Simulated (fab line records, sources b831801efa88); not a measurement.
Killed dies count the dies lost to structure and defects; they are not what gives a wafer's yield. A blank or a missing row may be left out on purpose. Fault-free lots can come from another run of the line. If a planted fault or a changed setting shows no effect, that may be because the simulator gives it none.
fab line records + flow gf180mcu + part 2 of 2: steps 35 to 43 of 43
record:
- lots: 5
- wafers: 15
- last-day: 34
route steps=602 shown M2@362 V2@382
lots that met no fault: from a run of the same line without faults
start-h: start of the lot's first displayed wafer, in hours after the record's first day + wait-h: hours from the lot's prior step to this one + " identical to the entry in the row above + L1.1+2: a single row standing in for several wafers + - no value present, or no start provided + * or withheld: withheld + < > ~ a bound
route shown NAME@n: a module of which the file shows steps, and the number in the route of the first + usual: mean/standard deviation of fault-free wafers + same: alike in all rows + chamber/n: place in a boat + sites: the reading at each site + _std_site: the values' standard deviation + _edge_site: outer sites' mean less inner sites' + radius-mm: how far each site lies from the wafer's centre + mask NAME#n: copy n + behind: the tool/chamber that last shaped the wafer + hold: cause of the lot's hold/its duration in hours/its outcome + device: the n, p or np transistor that did not switch + end of line: tests run on the same wafers once the route is complete + step lacking rows: just its recipe + killed: at the first sort, the dies lost to defects and structure; wafer yield is something else + map: per-die view of a wafer (x killed, . not killed, _ where there is no die)
set.NAME: setting as actually run; set.NAME@STEP: the setting as run at that earlier step + model.NAME: the simulator's own value behind a step, which no gauge read
lots at some steps of the route; a table a step, a row a wafer
services: when a tool's chamber went out of use (start-h, in hours from the record's first day, below 0 if earlier), for how many hours, and the reason
== steps ==
step: GF_V2_CD_MEAS_14
recipe:
- target-cd-nm: 260
usual:
- cd-nm: 259.7/1
| lot.wafer | tool      | chamber | start-h | wait-h | cd-nm |
|-----------|-----------|---------|---------|--------|-------|
| L087.3    | cd-sem-01 | -       | 574.60  | 0.1    | 259.2 |
| L087.4    | "         | -       | "       | "      | 259.9 |
| L087.5    | "         | -       | "       | "      | 259.5 |
| L091.2    | cd-sem-01 | -       | 607.75  | 0.1    | 258.8 |
| L091.3    | "         | -       | "       | "      | 257.2 |
| L091.5    | "         | -       | "       | "      | 258.0 |
| L093.1    | cd-sem-02 | -       | 617.16  | 0.1    | 260.1 |
| L093.3    | "         | -       | "       | "      | 259.4 |
| L093.4    | "         | -       | "       | "      | 259.1 |
| L094.1    | cd-sem-02 | -       | 625.06  | 0.1    | 260.3 |
| L094.4    | "         | -       | "       | "      | 259.5 |
| L094.5    | "         | -       | "       | "      | 259.5 |
| L096.1    | cd-sem-01 | -       | 639.13  | 0.1    | 258.7 |
| L096.2    | "         | -       | "       | "      | 261.1 |
| L096.6    | "         | -       | "       | "      | 260.0 |
step: GF_V2_OVL_MEAS_15
usual:
- V2_OVL: 0/6.1
| lot.wafer | tool       | chamber | start-h | wait-h | V2_OVL[nm] |
|-----------|------------|---------|---------|--------|------------|
| L087.3    | overlay-01 | -       | 574.69  | 0.1    | 1          |
| L087.4    | "          | -       | "       | "      | 1          |
| L087.5    | "          | -       | "       | "      | -4         |
| L091.2    | overlay-01 | -       | 607.85  | 0.1    | -15        |
| L091.3    | "          | -       | "       | "      | -9         |
| L091.5    | "          | -       | "       | "      | -8         |
| L093.1    | overlay-01 | -       | 617.28  | 0.1    | -17        |
| L093.3    | "          | -       | "       | "      | -17        |
| L093.4    | "          | -       | "       | "      | -4         |
| L094.1    | overlay-02 | -       | 625.18  | 0.1    | -1         |
| L094.4    | "          | -       | "       | "      | 1          |
| L094.5    | "          | -       | "       | "      | 0          |
| L096.1    | overlay-01 | -       | 639.25  | 0.1    | 5          |
| L096.2    | "          | -       | "       | "      | 7          |
| L096.6    | "          | -       | "       | "      | 8          |
step: GF_V2_ETCH_16
recipe:
- chemistry: N2/H2
- target-depth-a: withheld
- overetch-a: withheld
- time-s: withheld
- target: BARC
- ion-energy-ev: 200
- source-w: 500
- bias-w: 100
- pressure-mtorr: 30
- n2-flow-sccm: 100
- h2-flow-sccm: 200
usual:
- drypump-motor-current-A: 6.0/0.39
- h2-flow-sccm: 200.1/0.6
- oes-product-au: 0.855/0.0047
- throttle-valve-pct: 13.224/0.0089
| lot.wafer | tool        | chamber | start-h | wait-h | drypump-motor-current-A | h2-flow-sccm | oes-product-au | throttle-valve-pct |
|-----------|-------------|---------|---------|--------|-------------------------|--------------|----------------|--------------------|
| L087.3    | rie-diel-03 | 1       | 574.71  | 0.0    | 5.8                     | 200.1        | 0.855          | 13.221             |
| L087.4    | "           | 0       | "       | "      | 6.6                     | 199.7        | 0.859          | 13.223             |
| L087.5    | "           | 1       | "       | "      | 5.8                     | 200.1        | 0.852          | 13.223             |
| L091.2    | rie-diel-01 | 1       | 607.88  | 0.0    | 6.1                     | 200.2        | 0.857          | 13.236             |
| L091.3    | "           | 0       | "       | "      | 5.9                     | 199.2        | 0.850          | 13.217             |
| L091.5    | "           | 2       | "       | "      | 6.5                     | 199.6        | 0.851          | 13.225             |
| L093.1    | rie-diel-01 | 2       | 617.31  | 0.0    | 6.5                     | 199.5        | 0.854          | 13.226             |
| L093.3    | "           | 3       | "       | "      | 5.6                     | 199.5        | 0.854          | 13.207             |
| L093.4    | "           | 1       | "       | "      | 6.1                     | 198.9        | 0.851          | 13.237             |
| L094.1    | rie-diel-04 | 1       | 625.21  | 0.0    | 5.3                     | 199.6        | 0.854          | 13.227             |
| L094.4    | "           | 3       | "       | "      | 6.3                     | 200.8        | 0.853          | 13.228             |
| L094.5    | "           | 2       | "       | "      | 6.3                     | 200.0        | 0.854          | 13.233             |
| L096.1    | rie-diel-03 | 1       | 639.28  | 0.0    | 5.8                     | 199.6        | 0.855          | 13.226             |
| L096.2    | "           | 3       | "       | "      | 5.8                     | 200.0        | 0.859          | 13.227             |
| L096.6    | "           | 1       | "       | "      | 5.8                     | 200.1        | 0.855          | 13.225             |
step: GF_V2_ETCH_17
recipe:
- chemistry: C4F8/O2/Ar
- mask-material: KrF
- target: SiO2
- stop-on: TiN
- source-w: 1500
- bias-w: 1200
- pressure-mtorr: 40
- c4f8-flow-sccm: withheld
- O2_flow_sccm: 6
- Ar_flow_sccm: 300
- time-s: withheld
- target-depth-a: 6300
usual:
- oes-product-au: 0.856/0.0048
| lot.wafer | tool        | chamber | start-h | wait-h | oes-product-au |
|-----------|-------------|---------|---------|--------|----------------|
| L087.3    | rie-diel-03 | 1       | -       | -      | 0.864          |
| L087.4    | "           | 0       | "       | "      | 0.853          |
| L087.5    | "           | 1       | "       | "      | 0.850          |
| L091.2    | rie-diel-01 | 1       | -       | -      | 0.855          |
| L091.3    | "           | 0       | "       | "      | 0.858          |
| L091.5    | "           | 2       | "       | "      | 0.864          |
| L093.1    | rie-diel-01 | 2       | -       | -      | 0.853          |
| L093.3    | "           | 3       | "       | "      | 0.852          |
| L093.4    | "           | 1       | "       | "      | 0.855          |
| L094.1    | rie-diel-04 | 1       | -       | -      | 0.858          |
| L094.4    | "           | 3       | "       | "      | 0.862          |
| L094.5    | "           | 2       | "       | "      | 0.854          |
| L096.1    | rie-diel-03 | 1       | -       | -      | 0.853          |
| L096.2    | "           | 3       | "       | "      | 0.852          |
| L096.6    | "           | 1       | "       | "      | 0.867          |
step: GF_V2_STRIP_18
recipe:
- chemistry: O2/N2
- power-w: 1400
- pressure-mtorr: 1500
- platen-temp-c: 250
- o2-flow-sccm: 3000
- n2-flow-sccm: 300
- overash-fraction: 0.5
usual:
- drypump-motor-current-A: 5.6/0.41
- heater-power-w: 317/35
- oes-product-au: 0.592/0.0047
| lot.wafer | tool            | chamber | start-h | wait-h | drypump-motor-current-A | heater-power-w | oes-product-au | rf-hours-counter-h |
|-----------|-----------------|---------|---------|--------|-------------------------|----------------|----------------|--------------------|
| L087.3    | plasma-asher-02 | 1       | 574.87  | -      | 5.0                     | 309            | 0.590          | -                  |
| L087.4    | "               | 0       | "       | "      | 5.6                     | 343            | 0.599          | -                  |
| L087.5    | "               | 0       | "       | "      | 5.6                     | 349            | 0.592          | -                  |
| L091.2    | plasma-asher-03 | 1       | 608.01  | -      | 5.9                     | 291            | 0.592          | 17                 |
| L091.3    | "               | 0       | "       | "      | 5.2                     | 298            | 0.601          | -                  |
| L091.5    | "               | 1       | "       | "      | 5.8                     | 293            | 0.603          | -                  |
| L093.1    | plasma-asher-02 | 0       | 617.44  | -      | 5.6                     | 355            | 0.593          | 80                 |
| L093.3    | "               | 1       | "       | "      | 5.0                     | 304            | 0.587          | -                  |
| L093.4    | "               | 0       | "       | "      | 5.6                     | 339            | 0.590          | -                  |
| L094.1    | plasma-asher-03 | 0       | 625.34  | -      | 5.2                     | 297            | 0.587          | 20                 |
| L094.4    | "               | 1       | "       | "      | 5.8                     | 295            | 0.596          | -                  |
| L094.5    | "               | 0       | "       | "      | 5.2                     | 295            | 0.597          | -                  |
| L096.1    | plasma-asher-02 | 0       | 639.41  | -      | 5.6                     | 351            | 0.586          | 83                 |
| L096.2    | "               | 1       | "       | "      | 5.0                     | 300            | 0.598          | 83                 |
| L096.6    | "               | 1       | "       | "      | 5.0                     | 297            | 0.584          | -                  |
step: GF_V2_STRIP_19
recipe:
- chemistry: post-etch-residue-remover
- time-s: 1200
- temp-c: 72.5
| lot.wafer  | tool         | chamber | start-h | wait-h |
|------------|--------------|---------|---------|--------|
| L087.3+4+5 | wet-bench-03 | 0       | 574.94  | 0.0    |
| L091.2+3+5 | wet-bench-04 | 2       | 608.11  | 0.1    |
| L093.1+3+4 | wet-bench-04 | 1       | 617.54  | 0.1    |
| L094.1+4+5 | wet-bench-04 | 3       | 625.44  | 0.1    |
| L096.1+2+6 | wet-bench-03 | 1       | 639.51  | 0.1    |
step: GF_V2_CLEAN_20
recipe:
- chemistry: DIW
- dry: n2-spin
| lot.wafer  | tool         | chamber | start-h | wait-h |
|------------|--------------|---------|---------|--------|
| L087.3+4+5 | wet-bench-01 | 3       | 575.28  | 0.0    |
| L091.2+3+5 | wet-bench-01 | 0       | 608.45  | 0.0    |
| L093.1+3+4 | wet-bench-01 | 0       | 617.92  | 0.0    |
| L094.1+4+5 | wet-bench-03 | 0       | 625.78  | 0.0    |
| L096.1+2+6 | wet-bench-04 | 1       | 639.85  | 0.0    |
step: GF_V2_SPUTTER_21
recipe:
- material: Ti
- target-thk-nm: 15
- chamber-pressure-pa: 5
- power-w: 2500
- substrate-temp-c: 200
- time-s: 80.02
usual:
- throttle-valve-pct: 30.2/1.3
| lot.wafer | tool           | chamber | start-h | wait-h | throttle-valve-pct |
|-----------|----------------|---------|---------|--------|--------------------|
| L087.3    | pvd-sputter-02 | -       | 575.37  | 0.0    | 29.3               |
| L087.4    | "              | -       | "       | "      | 31.0               |
| L087.5    | "              | -       | "       | "      | 30.3               |
| L091.2    | pvd-sputter-01 | -       | 608.54  | 0.0    | 31.6               |
| L091.3    | "              | -       | "       | "      | 30.5               |
| L091.5    | "              | -       | "       | "      | 29.4               |
| L093.1    | pvd-sputter-04 | -       | 618.01  | 0.0    | 27.9               |
| L093.3    | "              | -       | "       | "      | 29.5               |
| L093.4    | "              | -       | "       | "      | 32.5               |
| L094.1    | pvd-sputter-04 | -       | 625.87  | 0.0    | 27.8               |
| L094.4    | "              | -       | "       | "      | 32.2               |
| L094.5    | "              | -       | "       | "      | 28.0               |
| L096.1    | pvd-sputter-02 | -       | 639.94  | 0.0    | 30.1               |
| L096.2    | "              | -       | "       | "      | 31.2               |
| L096.6    | "              | -       | "       | "      | 30.2               |
step: GF_V2_SPUTTER_22
recipe:
- material: TiN
- target-thk-nm: 10
- chamber-pressure-pa: 5
- power-w: 4000
- time-s: 40
usual:
- throttle-valve-pct: 30.2/1.3
| lot.wafer | tool           | chamber | start-h | wait-h | throttle-valve-pct |
|-----------|----------------|---------|---------|--------|--------------------|
| L087.3    | pvd-sputter-02 | -       | 575.44  | 0.0    | 29.5               |
| L087.4    | "              | -       | "       | "      | 31.4               |
| L087.5    | "              | -       | "       | "      | 30.3               |
| L091.2    | pvd-sputter-01 | -       | 608.61  | 0.0    | 31.5               |
| L091.3    | "              | -       | "       | "      | 30.3               |
| L091.5    | "              | -       | "       | "      | 29.2               |
| L093.1    | pvd-sputter-04 | -       | 618.07  | 0.0    | 28.2               |
| L093.3    | "              | -       | "       | "      | 29.4               |
| L093.4    | "              | -       | "       | "      | 32.3               |
| L094.1    | pvd-sputter-04 | -       | 625.94  | 0.0    | 28.0               |
| L094.4    | "              | -       | "       | "      | 32.4               |
| L094.5    | "              | -       | "       | "      | 28.2               |
| L096.1    | pvd-sputter-02 | -       | 640.00  | 0.0    | 30.0               |
| L096.2    | "              | -       | "       | "      | 31.1               |
| L096.6    | "              | -       | "       | "      | 30.4               |
== services ==
| tool            | chamber | start-h | hours | kind   |
|-----------------|---------|---------|-------|--------|
| cmp-02          | -       | 510.46  | 0.3   | repair |
| pvd-sputter-03  | -       | 521.49  | 2.5   | repair |
| krf-scanner-02  | -       | 525.67  | 1.0   | pm     |
| wet-bench-03    | -       | 525.97  | 2.5   | repair |
| pvd-sputter-01  | -       | 528.56  | 4.4   | repair |
| rie-diel-01     | -       | 536.48  | 2.8   | pm     |
| pecvd-04        | 0       | 538.76  | 5.7   | repair |
| cmp-02          | -       | 541.29  | 0.3   | repair |
| wet-bench-03    | -       | 543.79  | 1.9   | pm     |
| krf-scanner-01  | -       | 545.26  | 6.4   | repair |
| krf-scanner-01  | -       | 547.32  | 0.3   | repair |
| krf-scanner-01  | -       | 551.67  | 1.0   | pm     |
| plasma-asher-02 | -       | 557.60  | 2.5   | repair |
| pvd-sputter-04  | -       | 559.59  | 5.6   | repair |
| cmp-02          | -       | 572.25  | 4.0   | pm     |
| rie-diel-03     | 3       | 575.53  | 1.7   | repair |
| wet-bench-02    | -       | 579.89  | 7.1   | repair |
| krf-scanner-01  | -       | 581.99  | 1.4   | repair |
| pvd-sputter-01  | -       | 587.82  | 0.8   | repair |
| krf-scanner-02  | -       | 589.84  | 0.3   | repair |
| krf-scanner-01  | -       | 606.92  | 0.8   | pm     |
| wet-bench-03    | -       | 616.13  | 2.0   | repair |
| krf-scanner-01  | -       | 628.00  | 0.4   | repair |
| krf-scanner-02  | -       | 637.57  | 0.8   | pm     |
